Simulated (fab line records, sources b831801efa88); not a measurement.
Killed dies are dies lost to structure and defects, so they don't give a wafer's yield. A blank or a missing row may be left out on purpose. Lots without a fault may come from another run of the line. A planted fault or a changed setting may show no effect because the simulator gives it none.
fab line records | flow sky130
record lots=5 wafers=15 last_day=48
route steps=708 shown VIA4@656 METAL5@661 PASSIVATION@681
lots that met no fault: from a run of the same line without faults
start_h: hours from the record's first day to the start of the lot's first wafer shown | wait_h: hours since the lot's step before | " the same as in the row above | L1.1+2: a row that stands for several wafers | - no value, or no start given | * or withheld: withheld | < > ~ a bound
route shown NAME@n: a module of which the file shows steps, and the number in the route of the first | usual: mean/standard deviation of fault-free wafers | same: alike in all rows | chamber/n: place in a boat | sites: the reading at each site | _std_site: their standard deviation | _edge_site: outer sites' mean less inner sites' | radius_mm: how far each site lies from the wafer's centre | mask NAME#n: copy n | behind: the tool/chamber that last shaped the wafer | hold: why the lot was held/for how many hours/how that ended | device: the transistor (n, p or np) that didn't switch | end of line: the same wafers' tests at the end of the route | a step without rows: its recipe alone | killed: dies lost to structure and defects at the first sort, not the wafer's yield | map: a wafer's dies, x killed, . not, _ none there
set.NAME: the setting as run; set.NAME@STEP: as run at that earlier step | model.NAME: the simulator's own value behind a step, which no gauge read
lots at some steps of the route; a table a step, a row a wafer
services: from which hour (start_h, from the record's first day; less than 0 if before it) a tool's chamber was out of use, for how many hours, and why
## steps
# step SKY_VIA4_SPUTTER_17
# recipe material=TiN target_thk_nm=20 chamber_pressure_pa=5 power_w=4000 time_s=80
# usual cathode_dc_power_W=4000.0/0.72 throttle_valve_pct=30.1/1.3
# columns lot.wafer tool chamber start_h wait_h cathode_dc_power_W throttle_valve_pct
L077.4 pvd_sputter-03 - 1017.37 0.0 3999.1 28.1
L077.5 " - " " 4000.2 30.7
L077.6 " - " " 4000.9 30.3
L085.2 pvd_sputter-02 - 1075.51 0.0 4000.3 31.7
L085.3 " - " " 3999.1 29.0
L085.6 " - " " 3999.3 31.8
L086.1 pvd_sputter-01 - 1079.17 0.0 4000.7 31.1
L086.3 " - " " 4000.4 30.3
L086.4 " - " " 3999.1 30.2
L087.1 pvd_sputter-02 - 1081.54 0.0 4000.2 28.9
L087.2 " - " " 4001.2 31.5
L087.4 " - " " 3999.7 28.2
L089.1 pvd_sputter-03 - 1092.05 0.0 3999.9 30.5
L089.3 " - " " 4000.2 30.9
L089.5 " - " " 4001.1 32.3
# step SKY_VIA4_CVD_18
# recipe material=W target_thk_nm=505 time_s=152.14 temp_c=400 pressure_torr=40
# usual heater_power_w=884/83
# columns lot.wafer tool chamber start_h wait_h heater_power_w
L077.4 cvd_w-01 0 1017.48 0.1 761
L077.5 " 0 " " 766
L077.6 " 1 " " 854
L085.2 cvd_w-01 0 1075.57 0.0 780
L085.3 " 0 " " 760
L085.6 " 0 " " 769
L086.1 cvd_w-01 0 1079.23 0.0 773
L086.3 " 1 " " 877
L086.4 " 0 " " 781
L087.1 cvd_w-02 0 1081.60 0.0 908
L087.2 " 1 " " 1001
L087.4 " 0 " " 916
L089.1 cvd_w-01 0 1092.11 0.0 779
L089.3 " 1 " " 874
L089.5 " 1 " " 895
# step SKY_VIA4_RS_MEAS_19
# recipe thk_meas_gauge=four-point-probe reads=W_of_VIA4_CVD_18+TiN_of_VIA4_SPUTTER_17
# usual VIA4_W_RS=0.2260/0.0023
# columns lot.wafer tool chamber start_h wait_h VIA4_W_RS[ohm/sq]
L077.4 film_metro-04 - 1017.64 0.1 0.2266
L077.5 " - " " 0.2290
L077.6 " - " " 0.2277
L085.2 film_metro-03 - 1075.74 0.1 0.2287
L085.3 " - " " 0.2276
L085.6 " - " " 0.2286
L086.1 film_metro-04 - 1079.38 0.1 0.2276
L086.3 " - " " 0.2242
L086.4 " - " " 0.2278
L087.1 film_metro-02 - 1081.75 0.1 0.2294
L087.2 " - " " 0.2264
L087.4 " - " " 0.2319
L089.1 film_metro-04 - 1092.26 0.1 0.2283
L089.3 " - " " 0.2269
L089.5 " - " " 0.2255
# step SKY_VIA4_THK_MEAS_20
# recipe thk_meas_gauge=xrf reads=W_of_VIA4_CVD_18
# usual VIA4_W_THK=514/7.5
# columns lot.wafer tool chamber start_h wait_h VIA4_W_THK[nm]
L077.4 film_metro-04 - 1017.73 0.1 514
L077.5 " - " " 508
L077.6 " - " " 509
L085.2 film_metro-03 - 1075.85 0.1 498
L085.3 " - " " 501
L085.6 " - " " 498
L086.1 film_metro-04 - 1079.50 0.1 516
L086.3 " - " " 522
L086.4 " - " " 513
L087.1 film_metro-02 - 1081.87 0.1 510
L087.2 " - " " 521
L087.4 " - " " 506
L089.1 film_metro-04 - 1092.38 0.1 508
L089.3 " - " " 511
L089.5 " - " " 513
# step SKY_VIA4_CMP_21
# recipe stop_on=SiO2 t_overpolish_s=25 down_force_psi=3.5 platen_rpm=60 target_thk_nm=0 pad_velocity_m_s=0.94248
# usual edge_zone_pressure_frac=1.000/0.0051 motor_current_A=10.4/0.9 overpolish_run_s=25.001/0.0098 time_to_endpoint_s=121/4
# columns lot.wafer tool chamber start_h wait_h edge_zone_pressure_frac motor_current_A overpolish_run_s time_to_endpoint_s
L077.4 cmp-02 3 1017.86 0.1 1.011 9.9 25.003 122
L077.5 " 1 " " 0.998 9.4 25.005 121
L077.6 " 2 " " 1.010 11.2 25.004 118
L085.3 cmp-01 0 1075.90 0.0 0.998 11.4 25.001 121
L085.2 " 3 " " 1.006 9.8 24.999 121
L085.6 " 0 " " 0.995 10.8 25.005 123
L086.1 cmp-01 2 1079.61 0.1 1.005 10.1 25.009 120
L086.4 " 3 " " 0.995 9.1 24.996 124
L086.3 " 0 " " 1.000 11.5 24.994 124
L087.4 cmp-01 2 1082.16 0.2 1.001 9.8 25.003 113
L087.2 " 3 " " 0.985 9.0 25.010 119
L087.1 " 0 " " 1.008 11.9 25.007 117
L089.1 cmp-02 2 1092.49 0.1 1.005 11.8 25.011 116
L089.3 " 3 " " 1.000 10.3 25.012 123
L089.5 " 1 " " 0.997 9.4 24.996 117
# step SKY_METAL5_SPUTTER_00
# recipe material=Ti target_thk_nm=15 power_w=3000 time_s=10 chamber_pressure_pa=0.4
# usual cathode_dc_power_W=3000.0/0.56 throttle_valve_pct=29.9/0.92
# columns lot.wafer tool chamber start_h wait_h cathode_dc_power_W throttle_valve_pct
L077.4 pvd_sputter-04 - 1018.07 0.2 2999.1 30.6
L077.5 " - " " 3000.2 31.2
L077.6 " - " " 3000.0 29.6
L085.2 pvd_sputter-04 - 1076.20 0.1 3001.1 29.7
L085.3 " - " " 2999.3 30.7
L085.6 " - " " 2999.6 29.9
L086.1 pvd_sputter-01 - 1079.86 0.2 2999.1 30.3
L086.3 " - " " 2999.4 29.2
L086.4 " - " " 3000.8 30.8
L087.1 pvd_sputter-02 - 1082.46 0.1 2999.4 31.5
L087.2 " - " " 2999.8 28.5
L087.4 " - " " 2999.3 27.9
L089.1 pvd_sputter-04 - 1092.74 0.2 2999.6 30.9
L089.3 " - " " 3000.3 29.9
L089.5 " - " " 2999.9 30.7
# step SKY_METAL5_SPUTTER_01
# recipe material=TiN target_thk_nm=20 power_w=6500 time_s=16.7 chamber_pressure_pa=0.4
# usual cathode_dc_power_W=6500.0/1.2 throttle_valve_pct=29.9/0.94
# columns lot.wafer tool chamber start_h wait_h cathode_dc_power_W throttle_valve_pct
L077.4 pvd_sputter-04 - 1018.10 0.0 6501.5 30.4
L077.5 " - " " 6499.1 30.9
L077.6 " - " " 6500.2 29.7
L085.2 pvd_sputter-04 - 1076.22 0.0 6499.6 29.6
L085.3 " - " " 6500.6 30.4
L085.6 " - " " 6501.0 29.5
L086.1 pvd_sputter-01 - 1079.88 0.0 6499.2 30.4
L086.3 " - " " 6500.1 29.0
L086.4 " - " " 6501.6 31.2
L087.1 pvd_sputter-02 - 1082.48 0.0 6499.7 31.6
L087.2 " - " " 6499.7 28.8
L087.4 " - " " 6499.9 28.2
L089.1 pvd_sputter-04 - 1092.77 0.0 6498.5 31.0
L089.3 " - " " 6501.0 30.0
L089.5 " - " " 6501.0 30.6
# step SKY_METAL5_SPUTTER_02
# recipe material=AlCu target_thk_nm=1150 power_w=10600 time_s=61.2 chamber_pressure_pa=0.4
# usual cathode_dc_power_W=10600/1.8 throttle_valve_pct=29.9/0.93
# columns lot.wafer tool chamber start_h wait_h cathode_dc_power_W throttle_valve_pct
L077.4 pvd_sputter-04 - 1018.14 0.0 10602 30.4
L077.5 " - " " 10602 31.3
L077.6 " - " " 10599 29.7
L085.2 pvd_sputter-04 - 1076.25 0.0 10600 29.1
L085.3 " - " " 10598 30.5
L085.6 " - " " 10601 29.3
L086.1 pvd_sputter-01 - 1079.91 0.0 10601 30.3
L086.3 " - " " 10598 29.0
L086.4 " - " " 10601 31.4
L087.1 pvd_sputter-02 - 1082.51 0.0 10600 31.5
L087.2 " - " " 10603 28.8
L087.4 " - " " 10598 28.3
L089.1 pvd_sputter-04 - 1092.79 0.0 10600 30.9
L089.3 " - " " 10597 29.5
L089.5 " - " " 10597 30.7
# step SKY_METAL5_SPUTTER_03
# recipe material=Ti target_thk_nm=5 power_w=3000 time_s=3.3 chamber_pressure_pa=0.4
# usual cathode_dc_power_W=3000.0/0.58 throttle_valve_pct=29.9/0.93
# columns lot.wafer tool chamber start_h wait_h cathode_dc_power_W throttle_valve_pct
L077.4 pvd_sputter-04 - 1018.17 0.0 3000.3 30.6
L077.5 " - " " 2998.9 31.1
L077.6 " - " " 3000.6 29.9
L085.2 pvd_sputter-04 - 1076.30 0.0 2999.5 29.4
L085.3 " - " " 3001.0 30.3
L085.6 " - " " 3000.3 29.5
L086.1 pvd_sputter-01 - 1079.96 0.0 3000.1 30.1
L086.3 " - " " 3000.1 28.8
L086.4 " - " " 2999.7 30.9
L087.1 pvd_sputter-02 - 1082.56 0.0 2999.2 31.3
L087.2 " - " " 2999.8 28.8
L087.4 " - " " 3000.5 28.2
L089.1 pvd_sputter-04 - 1092.84 0.0 3000.3 31.1
L089.3 " - " " 3000.4 29.3
L089.5 " - " " 3000.6 30.4
# step SKY_METAL5_SPUTTER_04
# recipe material=TiN target_thk_nm=70 power_w=6500 time_s=58.3 chamber_pressure_pa=0.4
# usual cathode_dc_power_W=6500.0/1.1 throttle_valve_pct=29.9/0.91
# columns lot.wafer tool chamber start_h wait_h cathode_dc_power_W throttle_valve_pct
L077.4 pvd_sputter-04 - 1018.20 0.0 6499.5 30.6
L077.5 " - " " 6500.7 30.9
L077.6 " - " " 6497.8 29.5
L085.2 pvd_sputter-04 - 1076.32 0.0 6500.3 29.5
L085.3 " - " " 6498.8 30.6
L085.6 " - " " 6499.3 29.5
L086.1 pvd_sputter-01 - 1079.98 0.0 6499.3 30.2
L086.3 " - " " 6500.7 29.0
L086.4 " - " " 6500.6 31.2
L087.1 pvd_sputter-02 - 1082.58 0.0 6498.6 31.8
L087.2 " - " " 6502.8 28.8
L087.4 " - " " 6501.4 28.2
L089.1 pvd_sputter-04 - 1092.86 0.0 6500.5 30.7
L089.3 " - " " 6499.6 29.6
L089.5 " - " " 6500.6 30.5
# step SKY_METAL5_RS_MEAS_05
# recipe thk_meas_gauge=four-point-probe reads=TiN_of_METAL5_SPUTTER_04+Ti_of_METAL5_SPUTTER_03+AlCu_of_METAL5_SPUTTER_02+TiN_of_METAL5_SPUTTER_01+Ti_of_METAL5_SPUTTER_00
# usual METAL5_ALCU_RS=0.0270/0.00033
# columns lot.wafer tool chamber start_h wait_h METAL5_ALCU_RS[ohm/sq]
L077.4 film_metro-01 - 1018.29 0.1 0.0267
L077.5 " - " " 0.0269
L077.6 " - " " 0.0268
L085.2 film_metro-04 - 1076.39 0.0 0.0264
L085.3 " - " " 0.0266
L085.6 " - " " 0.0264
L086.1 film_metro-04 - 1080.03 0.0 0.0267
L086.3 " - " " 0.0268
L086.4 " - " " 0.0270
L087.1 film_metro-02 - 1082.62 0.0 0.0274
L087.2 " - " " 0.0276
L087.4 " - " " 0.0278
L089.1 film_metro-04 - 1092.91 0.0 0.0265
L089.3 " - " " 0.0264
L089.5 " - " " 0.0267
# step SKY_METAL5_THK_MEAS_06
# recipe thk_meas_gauge=xrf reads=AlCu_of_METAL5_SPUTTER_02
# usual METAL5_ALCU_THK=1144/13
# columns lot.wafer tool chamber start_h wait_h METAL5_ALCU_THK[nm]
L077.4 film_metro-01 - 1018.38 0.1 1155
L077.5 " - " " 1148
L077.6 " - " " 1156
L085.2 film_metro-04 - 1076.50 0.1 1167
L085.3 " - " " 1159
L085.6 " - " " 1169
L086.1 film_metro-04 - 1080.15 0.1 1142
L086.3 " - " " 1139
L086.4 " - " " 1131
L087.1 film_metro-02 - 1082.74 0.1 1133
L087.2 " - " " 1133
L087.4 " - " " 1116
L089.1 film_metro-04 - 1093.03 0.1 1157
L089.3 " - " " 1156
L089.5 " - " " 1151
# step SKY_METAL5_DEHYDRATE_07
# recipe temp_c=200 time_s=60
# columns lot.wafer tool chamber start_h wait_h
L077.4+5+6 litho_track-03 0 1029.16 10.8
L085.2+3+6 litho_track-03 0 1085.96 9.5
L086.1+3+4 litho_track-03 0 1089.93 9.8
L087.1+2+4 litho_track-04 0 1091.87 9.1
L089.1+3+5 litho_track-04 0 1102.87 9.8
# step SKY_METAL5_HMDS_08
# recipe prime_time_s=60 prime_temp_c=120
# columns lot.wafer tool chamber start_h wait_h
L077.4+5+6 litho_track-03 0 1029.31 0.1
L085.2+3+6 litho_track-03 0 1086.11 0.1
L086.1+3+4 litho_track-03 0 1090.08 0.1
L087.1+2+4 litho_track-04 0 1092.02 0.1
L089.1+3+5 litho_track-04 0 1103.02 0.1
# step SKY_METAL5_COAT_09
# recipe resist=NOVOLAK spin_rpm=3000 resist_thk_nm=1800
# columns lot.wafer tool chamber start_h wait_h
L077.4+5+6 litho_track-03 0 1029.46 0.1
L085.2+3+6 litho_track-03 0 1086.26 0.1
L086.1+3+4 litho_track-03 0 1090.23 0.1
L087.1+2+4 litho_track-04 0 1092.17 0.1
L089.1+3+5 litho_track-04 0 1103.17 0.1
# step SKY_METAL5_SOFTBAKE_10
# recipe temp_c=90 time_s=60 resist=NOVOLAK
# columns lot.wafer tool chamber start_h wait_h
L077.4+5+6 litho_track-03 0 1029.61 0.1
L085.2+3+6 litho_track-03 0 1086.41 0.1
L086.1+3+4 litho_track-03 0 1090.38 0.1
L087.1+2+4 litho_track-04 0 1092.32 0.1
L089.1+3+5 litho_track-04 0 1103.32 0.1
# step SKY_METAL5_EXPOSE_11
# recipe mask_id=MM5 na=0.6 source_shape=conventional sigma_outer=0.6 polarization=unpolarized target_cd_nm=1600 dose_mj=190
# columns lot.wafer tool chamber start_h wait_h mask
L077.4+5+6 iline_stepper-01 0 - - MM5#0
L085.2+3+6 iline_stepper-02 0 - - MM5#0
L086.1+3+4 iline_stepper-02 0 - - MM5#0
L087.1+2+4 iline_stepper-01 0 - - MM5#0
L089.1+3+5 iline_stepper-02 0 - - MM5#0
# step SKY_METAL5_PEB_12
# recipe temp_c=withheld time_s=* resist=NOVOLAK
# columns lot.wafer tool chamber start_h wait_h
L077.4+5+6 litho_track-04 0 - -
L085.2+3+6 litho_track-02 0 - -
L086.1+3+4 litho_track-02 0 - -
L087.1+2+4 litho_track-04 0 - -
L089.1+3+5 litho_track-04 0 - -
# step SKY_METAL5_DEVELOP_13
# recipe resist=NOVOLAK developer=TMAH develop_time_s=60 dev_temp_c=23
# same develop_time_s=60
# columns lot.wafer tool chamber start_h wait_h
L077.4+5+6 litho_track-04 0 1040.64 0.1
L085.2+3+6 litho_track-02 0 1096.82 0.1
L086.1+3+4 litho_track-02 0 1100.94 0.1
L087.1+2+4 litho_track-04 0 1102.72 0.1
L089.1+3+5 litho_track-04 0 1112.87 0.1
# step SKY_METAL5_DESCUM_14
# recipe chemistry=O2 source_power_w=150 bias_power_w=0 pressure_mtorr=10 temp_c=40 time_s=11
# usual drypump_motor_current_A=5.7/0.61 oes_product_au=0.997/0.0068 rf_fwd_power_W=147.5/0.94
# columns lot.wafer tool chamber start_h wait_h drypump_motor_current_A oes_product_au rf_fwd_power_W rf_hours_counter_h
L077.4 rie_metal-02 1 1040.73 0.1 4.8 0.985 148.4 -
L077.5 " 1 " " 4.8 0.981 148.9 -
L077.6 " 0 " " 5.2 0.978 146.6 -
L085.2 rie_metal-02 1 1096.94 0.1 4.8 0.994 148.6 10
L085.3 " 0 " " 5.2 0.994 146.9 -
L085.6 " 1 " " 4.8 0.994 148.6 -
L086.1 rie_metal-02 0 1101.09 0.1 5.2 0.984 146.0 22
L086.3 " 1 " " 4.8 0.990 147.9 -
L086.4 " 0 " " 5.2 0.998 146.6 -
L087.1 rie_metal-02 1 1102.87 0.1 4.8 1.001 147.9 11
L087.2 " 0 " " 5.2 0.989 147.0 22
L087.4 " 0 " " 5.2 0.997 146.6 -
L089.1 rie_metal-03 0 1113.02 0.1 5.4 0.990 147.7 12
L089.3 " 0 " " 5.4 0.987 147.7 -
L089.5 " 1 " " 6.7 1.002 147.9 -
# step SKY_METAL5_METAL_ETCH_15
# recipe target_depth_a=12600 stop_on=SiO2 over_etch_frac=0.2 time_s=252 chemistry=Cl2/BCl3 resist_sidewall_deg=86 pressure_mtorr=10 icp_w=900 bias_w=48.5 Cl2_flow_sccm=60 bcl3_flow_sccm=30
# usual bias_w=48.49/0.13 drypump_motor_current_A=5.7/0.6 oes_product_au=0.894/0.0051 rf_fwd_power_W=897.9/2.8 throttle_valve_pct=22.264/0.0099
# same over_etch_frac=0.2
# columns lot.wafer tool chamber start_h wait_h bias_w drypump_motor_current_A oes_product_au rf_fwd_power_W rf_hours_counter_h throttle_valve_pct
L077.4 rie_metal-02 1 1040.83 0.1 48.58 4.8 0.898 896.6 - 22.252
L077.5 " 1 " " 48.57 4.8 0.897 897.8 - 22.253
L077.6 " 0 " " 48.54 5.2 0.898 892.4 - 22.271
L085.2 rie_metal-02 1 1096.98 0.0 48.67 4.8 0.885 893.5 10 22.271
L085.3 " 0 " " 48.34 5.2 0.898 896.9 - 22.258
L085.6 " 1 " " 48.42 4.8 0.893 895.2 - 22.278
L086.1 rie_metal-02 0 1101.13 0.0 48.57 5.2 0.893 898.7 22 22.257
L086.3 " 1 " " 48.46 4.8 0.891 899.1 - 22.255
L086.4 " 0 " " 48.63 5.2 0.904 901.3 - 22.269
L087.1 rie_metal-02 1 1102.90 0.0 48.62 4.8 0.903 902.7 11 22.284
L087.2 " 0 " " 48.55 5.2 0.894 895.8 22 22.270
L087.4 " 0 " " 48.27 5.2 0.895 900.3 - 22.265
L089.1 rie_metal-03 0 1113.05 0.0 48.45 5.4 0.893 901.6 12 22.270
L089.3 " 0 " " 48.30 5.4 0.895 901.0 - 22.280
L089.5 " 1 " " 48.61 6.6 0.895 899.5 - 22.265
# step SKY_METAL5_STRIP_16
# recipe chemistry=O2/N2 power_w=1400 pressure_mtorr=1500 platen_temp_c=withheld o2_flow_sccm=3000 n2_flow_sccm=300 overash_fraction=0.5
# usual drypump_motor_current_A=5.5/0.33 oes_product_au=0.710/0.0045 strip_time_to_endpoint_s=13.09/0.12
# columns lot.wafer tool chamber start_h wait_h drypump_motor_current_A oes_product_au rf_hours_counter_h strip_time_to_endpoint_s
L077.4 plasma_asher-02 1 1041.02 0.1 5.6 0.711 - 13.26
L077.5 " 1 " " 5.6 0.712 - 13.24
L077.6 " 0 " " 5.7 0.705 - 13.37
L085.2 plasma_asher-02 1 1097.21 0.2 5.6 0.711 100 13.20
L085.3 " 0 " " 5.7 0.719 - 13.11
L085.6 " 1 " " 5.6 0.709 - 13.10
L086.1 plasma_asher-01 0 1101.36 0.2 5.9 0.704 33 12.97
L086.3 " 0 " " 5.9 0.709 - 13.01
L086.4 " 1 " " 5.5 0.709 - 12.98
L087.1 plasma_asher-04 0 1103.14 0.2 5.4 0.705 4 13.34
L087.2 " 1 " " 4.9 0.714 4 13.33
L087.4 " 0 " " 5.4 0.705 - 13.36
L089.1 plasma_asher-04 1 1113.29 0.2 4.9 0.718 5 13.17
L089.3 " 0 " " 5.4 0.708 - 13.25
L089.5 " 0 " " 5.5 0.707 - 12.98
# step SKY_METAL5_STRIP_17
# recipe chemistry=post_etch_residue_remover time_s=1200 temp_c=72.5
# columns lot.wafer tool chamber start_h wait_h
L077.4+5+6 wet_bench-01 0 1041.09 0.0
L085.2+3+6 wet_bench-02 1 1097.31 0.1
L086.1+3+4 wet_bench-03 0 1101.46 0.1
L087.1+2+4 wet_bench-01 3 1103.24 0.1
L089.1+3+5 wet_bench-03 0 1113.39 0.1
# step SKY_METAL5_CLEAN_18
# recipe chemistry=IPA time_s=180 temp_c=25
# columns lot.wafer tool chamber start_h wait_h
L077.4+5+6 wet_bench-03 0 1041.43 0.0
L085.2+3+6 wet_bench-01 1 1097.65 0.0
L086.1+3+4 wet_bench-02 3 1101.80 0.0
L087.1+2+4 wet_bench-02 0 1103.58 0.0
L089.1+3+5 wet_bench-02 0 1113.73 0.0
# step SKY_METAL5_CLEAN_19
# recipe chemistry=O3/DIW dry=n2_spin
# columns lot.wafer tool chamber start_h wait_h
L077.4+5+6 wet_bench-01 3 1041.49 0.0
L085.2+3+6 wet_bench-01 3 1097.71 0.0
L086.1+3+4 wet_bench-03 0 1101.86 0.0
L087.1+2+4 wet_bench-02 3 1103.64 0.0
L089.1+3+5 wet_bench-01 3 1113.79 0.0
# step SKY_PASSIVATION_CVD_00
# recipe material=SiO2 target_thk_nm=90 temp_c=400 time_s=withheld rf_w=600
# usual heater_power_w=655/77 rf_fwd_power_W=588/3.7
# columns lot.wafer tool chamber start_h wait_h heater_power_w rf_fwd_power_W
L077.4 pecvd-03 2 1041.59 0.0 598 589
L077.5 " 1 " " 647 595
L077.6 " 0 " " 597 584
L085.2 pecvd-02 0 1097.80 0.0 692 587
L085.3 " 2 " " 740 586
L085.6 " 2 " " 730 589
L086.1 pecvd-04 0 1101.95 0.0 567 582
L086.3 " 2 " " 683 586
L086.4 " 0 " " 588 584
L087.1 pecvd-04 2 1103.73 0.0 626 586
L087.2 " 0 " " 601 586
L087.4 " 2 " " 642 585
L089.1 pecvd-04 1 1113.89 0.0 734 593
L089.3 " 2 " " 727 587
L089.5 " 2 " " 734 582
# step SKY_PASSIVATION_THK_MEAS_01
# recipe reads=SiO2_of_PASSIVATION_CVD_00
# usual PASSIVATION_CVD_00_THK=90.1/1.2
# columns lot.wafer tool chamber start_h wait_h PASSIVATION_CVD_00_THK[nm]
L077.4 film_metro-02 - 1041.63 - 91.7
L077.5 " - " " 90.7
L077.6 " - " " 89.7
L085.2 film_metro-01 - 1097.84 - 89.1
L085.3 " - " " 89.4
L085.6 " - " " 91.3
L086.1 film_metro-03 - 1101.99 - 88.6
L086.3 " - " " 89.2
L086.4 " - " " 90.1
L087.1 film_metro-01 - 1103.76 - 87.5
L087.2 " - " " 88.4
L087.4 " - " " 89.5
L089.1 film_metro-03 - 1113.92 - 90.7
L089.3 " - " " 90.8
L089.5 " - " " 89.7
# step SKY_PASSIVATION_CVD_02
# recipe material=Si3N4 target_thk_nm=540 temp_c=400 time_s=withheld rf_w=450
# usual heater_power_w=699/84 rf_fwd_power_W=449.1/1.4
# columns lot.wafer tool chamber start_h wait_h heater_power_w rf_fwd_power_W
L077.4 pecvd-04 0 1041.77 0.1 720 450.0
L077.5 " 1 " " 735 450.3
L077.6 " 2 " " 659 449.0
L085.2 pecvd-03 0 1097.89 0.0 631 449.6
L085.3 " 2 " " 624 449.7
L085.6 " 2 " " 649 449.6
L086.1 pecvd-02 1 1102.05 0.1 666 447.0
L086.3 " 0 " " 659 450.1
L086.4 " 0 " " 693 449.8
L087.1 pecvd-02 2 1103.82 0.1 820 449.7
L087.2 " 0 " " 745 450.3
L087.4 " 2 " " 825 451.0
L089.1 pecvd-03 0 1113.98 0.1 588 447.5
L089.3 " 2 " " 618 449.8
L089.5 " 1 " " 649 448.3
# step SKY_PASSIVATION_THK_MEAS_03
# recipe reads=Si3N4_of_PASSIVATION_CVD_02
# usual PASSIVATION_CVD_02_THK=540/6.6
# columns lot.wafer tool chamber start_h wait_h PASSIVATION_CVD_02_THK[nm]
L077.4 film_metro-01 - 1041.92 - 545
L077.5 " - " " 538
L077.6 " - " " 548
L085.2 film_metro-03 - 1098.12 - 530
L085.3 " - " " 529
L085.6 " - " " 537
L086.1 film_metro-02 - 1102.27 - 521
L086.3 " - " " 538
L086.4 " - " " 542
L087.1 film_metro-01 - 1104.05 - 538
L087.2 " - " " 541
L087.4 " - " " 547
L089.1 film_metro-01 - 1114.20 - 527
L089.3 " - " " 536
L089.5 " - " " 549
# step SKY_PASSIVATION_DEHYDRATE_04
# recipe temp_c=200 time_s=60
# columns lot.wafer tool chamber start_h wait_h
L077.4+5+6 litho_track-01 0 1053.10 11.2
L085.2+3+6 litho_track-01 0 1106.80 8.7
L086.1+3+4 litho_track-03 0 1111.08 8.8
L087.1+2+4 litho_track-02 0 1113.19 9.1
L089.1+3+5 litho_track-01 0 1123.78 9.6
# step SKY_PASSIVATION_HMDS_05
# recipe prime_time_s=60 prime_temp_c=120
# columns lot.wafer tool chamber start_h wait_h
L077.4+5+6 litho_track-01 0 1053.25 0.1
L085.2+3+6 litho_track-01 0 1106.95 0.1
L086.1+3+4 litho_track-03 0 1111.23 0.1
L087.1+2+4 litho_track-02 0 1113.34 0.1
L089.1+3+5 litho_track-01 0 1123.93 0.1
# step SKY_PASSIVATION_COAT_06
# recipe spin_rpm=2000 resist_thk_nm=3000
# columns lot.wafer tool chamber start_h wait_h
L077.4+5+6 litho_track-01 0 1053.40 0.1
L085.2+3+6 litho_track-01 0 1107.10 0.1
L086.1+3+4 litho_track-03 0 1111.38 0.1
L087.1+2+4 litho_track-02 0 1113.49 0.1
L089.1+3+5 litho_track-01 0 1124.08 0.1
# step SKY_PASSIVATION_SOFTBAKE_07
# recipe temp_c=110 time_s=withheld
# columns lot.wafer tool chamber start_h wait_h
L077.4+5+6 litho_track-01 0 1053.58 0.1
L085.2+3+6 litho_track-01 0 1107.26 0.1
L086.1+3+4 litho_track-03 0 1111.53 0.1
L087.1+2+4 litho_track-02 0 1113.64 0.1
L089.1+3+5 litho_track-01 0 1124.23 0.1
# step SKY_PASSIVATION_EXPOSE_08
# recipe mask_id=NSM target_cd_nm=3000 na=0.57 dose_mj=260
# columns lot.wafer tool chamber start_h wait_h mask
L077.4+5+6 iline_stepper-01 0 - - NSM#0
L085.2+3+6 iline_stepper-01 0 - - NSM#0
L086.1+3+4 iline_stepper-02 0 - - NSM#0
L087.1+2+4 iline_stepper-02 0 - - NSM#0
L089.1+3+5 iline_stepper-01 0 - - NSM#0
# step SKY_PASSIVATION_PEB_09
# recipe temp_c=115 time_s=withheld
# columns lot.wafer tool chamber start_h wait_h
L077.4+5+6 litho_track-01 0 - -
L085.2+3+6 litho_track-01 0 - -
L086.1+3+4 litho_track-02 0 - -
L087.1+2+4 litho_track-01 0 - -
L089.1+3+5 litho_track-03 0 - -
# step SKY_PASSIVATION_DEVELOP_10
# recipe develop_time_s=60 dev_temp_c=23
# same develop_time_s=60
# columns lot.wafer tool chamber start_h wait_h
L077.4+5+6 litho_track-01 0 - -
L085.2+3+6 litho_track-01 0 - -
L086.1+3+4 litho_track-02 0 - -
L087.1+2+4 litho_track-01 0 - -
L089.1+3+5 litho_track-03 0 - -
# step SKY_PASSIVATION_ETCH_11
# recipe chemistry=CF4/O2 target_depth_nm=725 stop_on=AlCu source_w=800 bias_w=150 pressure_mtorr=150 cf4_flow_sccm=80 O2_flow_sccm=10 time_s=161.1
# usual bias_w=150.0/0.49 drypump_motor_current_A=5.7/0.47 oes_product_au=0.977/0.0068 rf_fwd_power_W=796.3/2.3 throttle_valve_pct=5.965/0.0085
# columns lot.wafer tool chamber start_h wait_h bias_w drypump_motor_current_A oes_product_au rf_fwd_power_W rf_hours_counter_h throttle_valve_pct
L077.4 rie_diel-04 3 1063.98 - 151.0 6.0 0.980 795.4 7 5.963
L077.5 " 3 " " 149.9 6.0 0.975 798.7 - 5.957
L077.6 " 0 " " 150.4 5.5 0.975 798.7 - 5.976
L085.2 rie_diel-01 2 1117.13 - 150.4 5.9 0.970 792.0 19 5.961
L085.3 " 3 " " 150.5 5.8 0.967 796.7 18 5.957
L085.6 " 0 " " 150.2 6.3 0.972 795.8 - 5.981
L086.1 rie_diel-01 3 1122.09 - 150.4 5.8 0.958 792.8 18 5.951
L086.3 " 0 " " 150.1 6.3 0.969 794.9 21 5.959
L086.4 " 0 " " 150.2 6.3 0.972 796.9 - 5.982
L087.1 rie_diel-04 2 1123.78 - 150.3 5.0 0.986 794.6 13 5.966
L087.2 " 1 " " 149.4 6.5 0.982 795.9 14 5.965
L087.4 " 0 " " 150.0 5.5 0.977 797.4 24 5.949
L089.1 rie_diel-04 1 1133.28 - 149.5 6.6 0.967 796.6 15 5.981
L089.3 " 0 " " 150.2 5.5 0.973 797.9 24 5.962
L089.5 " 2 " " 149.7 4.9 0.980 790.9 - 5.937
## services
# columns tool chamber start_h hours kind
plasma_asher-04 - 997.94 14.6 pm
pvd_sputter-04 3 1015.62 - consumable_replace:kit
wet_bench-02 - 1022.74 8.8 repair
plasma_asher-01 - 1023.27 15.6 pm
iline_stepper-02 - 1027.43 5.8 repair
cmp-01 - 1037.66 0.2 repair
pecvd-03 0 1042.47 5.8 repair
rie_diel-01 - 1048.94 15.6 pm
plasma_asher-04 - 1055.25 9.0 pm
pecvd-04 - 1055.57 6.0 pm
cvd_w-01 - 1058.18 2.8 pm
rie_metal-03 - 1066.10 0.7 repair
pvd_sputter-04 - 1069.11 2.1 repair
plasma_asher-04 - 1073.59 0.8 repair
wet_bench-03 - 1078.93 1.9 pm
cmp-02 - 1084.00 4.0 pm
pecvd-04 1 1085.54 26.5 repair
pvd_sputter-01 - 1090.52 9.2 repair
pvd_sputter-04 - 1103.02 2.7 repair
rie_diel-01 1 1108.61 15.4 repair
pecvd-04 0 1109.65 24.3 repair
pecvd-04 - 1119.50 14.6 pm
cvd_w-02 1 1120.10 5.5 repair
cmp-01 - 1121.53 0.4 repair
## key
fault none
